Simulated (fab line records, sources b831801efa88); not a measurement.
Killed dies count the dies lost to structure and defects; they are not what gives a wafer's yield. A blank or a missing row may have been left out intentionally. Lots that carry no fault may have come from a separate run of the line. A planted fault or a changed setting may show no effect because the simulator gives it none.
A lot that was struck, set against a sound lot ; flow sky130 ; 18 steps out of a route of 708
Sound: these wafers, L854.1, L854.2, L854.3. Wafers L865.3, L865.5, L865.6 were the ones struck. At the end, the cause is stated.
At each step with rows: each side's tool, then ch and its chambers, then its first start. Under that, the readings that differ: sound wafers ; struck wafers ; difference of the means ; sigmas: that difference in standard deviations of wafers without a fault.
alike: words and numbers the same on both sides, and readings whose means are apart by under 2 such deviations; not compared: readings that were withheld, readings missing a value for some wafer, numbers with overlapping values and no deviation given by the record, and bounds like >300 which may hide the same value.
Wherever a step has rows on one side only, a row that says differs or no value, or a row with sigmas, the two part there. Numbers that don't overlap but have no deviation are shown without sigmas and don't part them. A reading missing from all wafers of one side parts the sides only when that side holds two or more wafers.

first, 1 step without rows for these wafers: SKY_VT_ADJUST_PCH_IMPLANT_08.
SKY_VT_ADJUST_PCH_STRIP_09: strips in O2/N2.
  sound on plasma asher-01 ch 0,1, day 12 13:55; struck on plasma asher-01 ch 0,1, day 15 23:00
  alike: drypump motor current A, n2 flow sccm, oes product au, strip time to endpoint s
  not compared: rf hours counter h
SKY_VT_ADJUST_PCH_TW_MEAS_10:
  sound on film metro-01, day 12 14:01; struck on film metro-01, day 15 23:05
  alike: VT_ADJUST_PCH_TW
then, 7 steps without rows for these wafers: SKY_SONOS_TUNNEL_DEHYDRATE_00 (time 60 s); SKY_SONOS_TUNNEL_HMDS_01 (prime time 60 s); SKY_SONOS_TUNNEL_COAT_02 (resist thk 1140 nm); SKY_SONOS_TUNNEL_SOFTBAKE_03 (time 60 s); SKY_SONOS_TUNNEL_EXPOSE_04 (exposes mask TUNM, target cd 410 nm); SKY_SONOS_TUNNEL_PEB_05; SKY_SONOS_TUNNEL_DEVELOP_06 (develop time 60 s).
SKY_SONOS_TUNNEL_CD_MEAS_07 targets a cd of 410 nm.
  sound on cd sem-02, day 13 14:38; struck on cd sem-01, day 17 03:42
  alike: cd nm
SKY_SONOS_TUNNEL_OVL_MEAS_08:
  sound on overlay-02, day 13 14:45; struck on overlay-01, day 17 03:48
  alike: SONOS_TUNNEL_OVL
SKY_SONOS_TUNNEL_IMPLANT_09:
  sound on implanter-01 ch 0, day 13 14:47; struck on implanter-04 ch 0, day 17 03:52
reading;sound;struck;difference;sigmas
dose ions cm2;9.997e+11 9.985e+11 9.998e+11;8.792e+11 8.81e+11 8.798e+11;-1.193e+11;-99 or more
faraday current uA;5.73 5.75 5.73;4.90 5.10 4.99;-0.74;-6
then, 2 steps without rows for these wafers: SKY_SONOS_TUNNEL_WET_ETCH_10 (etches SiO2 in dHF, target depth 14 nm, time 280 s); SKY_SONOS_TUNNEL_STRIP_11 (strips in SPM, time 600 s).
SKY_SONOS_TUNNEL_TW_MEAS_12:
  sound on film metro-01, day 13 15:14; struck on film metro-02, day 17 04:15
reading;sound;struck;difference;sigmas
SONOS_TUNNEL_TW;196.9 195.5 197.2;190.0 189.7 190.6;-6.4;-6
then, 2 steps without rows for these wafers: SKY_SONOS_TUNNEL_CLEAN_13 (cleans in dHF, time 20 s); SKY_PAD_OPEN_PROBE_99.

== WHERE THEY PART ==
Last at SKY_SONOS_TUNNEL_TW_MEAS_12 as far as this record goes, first at SKY_SONOS_TUNNEL_IMPLANT_09.

WHY: what had been put in by the simulator
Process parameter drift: implanter-04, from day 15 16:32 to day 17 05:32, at SKY_SONOS_TUNNEL_IMPLANT_09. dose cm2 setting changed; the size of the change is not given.
